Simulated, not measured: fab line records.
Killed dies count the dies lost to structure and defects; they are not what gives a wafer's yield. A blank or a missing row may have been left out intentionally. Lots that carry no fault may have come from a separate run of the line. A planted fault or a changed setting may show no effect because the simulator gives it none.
Matching of chambers -- flow sky130 -- SKY_FIELD_ISO_ETCH_17 on rie_si-01 has 4 sister chambers
The step etches Si in HBr/Cl2/O2, target depth 342 nm, time 97.7 s. 8 wafers are shown with their chamber, then 8 later ones without.

== WAFERS PAIRED WITH THEIR CHAMBERS ==
wafer,chamber,oes_product_au (a.u.),throttle_valve_pct (%)
L974.4,0,0.994,25.650
L978.6,1,1.014,25.640
L979.5,3,0.991,25.656
L979.6,2,0.992,25.650
L989.1,1,1.007,25.635
L989.2,2,1.004,25.645
L989.3,0,0.996,25.653
L990.4,3,0.987,25.659

== WAFERS WITH NO CHAMBER GIVEN ==
wafer,oes_product_au (a.u.),throttle_valve_pct (%)
L990.5,0.986,25.663
L990.6,0.988,25.648
L993.1,0.991,25.663
L993.3,0.998,25.661
L993.4,1.009,25.655
L995.1,1.003,25.648
L995.4,1.003,25.668
L995.5,0.996,25.644

== EACH ONE'S CHAMBER ==
wafer,from the rows above,in truth
L990.5,3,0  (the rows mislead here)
L990.6,can't be placed: 0 or 2 or 3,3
L993.1,3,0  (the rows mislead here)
L993.3,can't be placed: 3 or 0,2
L993.4,can't be placed: 0 or 2 or 3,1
L995.1,can't be placed: 2 or 0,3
L995.4,can't be placed: 3 or 0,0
L995.5,can't be placed: 2 or 0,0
Correct placement for 0 of the 8. These rows do not allow placing 6 (true chamber among the candidates in 3). Wrongly placed: 2.
How it was worked out, from the rows above alone: a wafer's distance from a chamber is the root of the sum, over the readings, of the square of ((its reading less the chamber's mean) divided by the reading's scatter). The wafer belongs to the nearest chamber; if the next one is less than 2 further off, it can't be placed. Each chamber's mean is taken over the wafers shown for it. The scatter: the root of (the sum of the squares of (reading less its chamber's mean) over the shown wafers, divided by (wafers less chambers)).
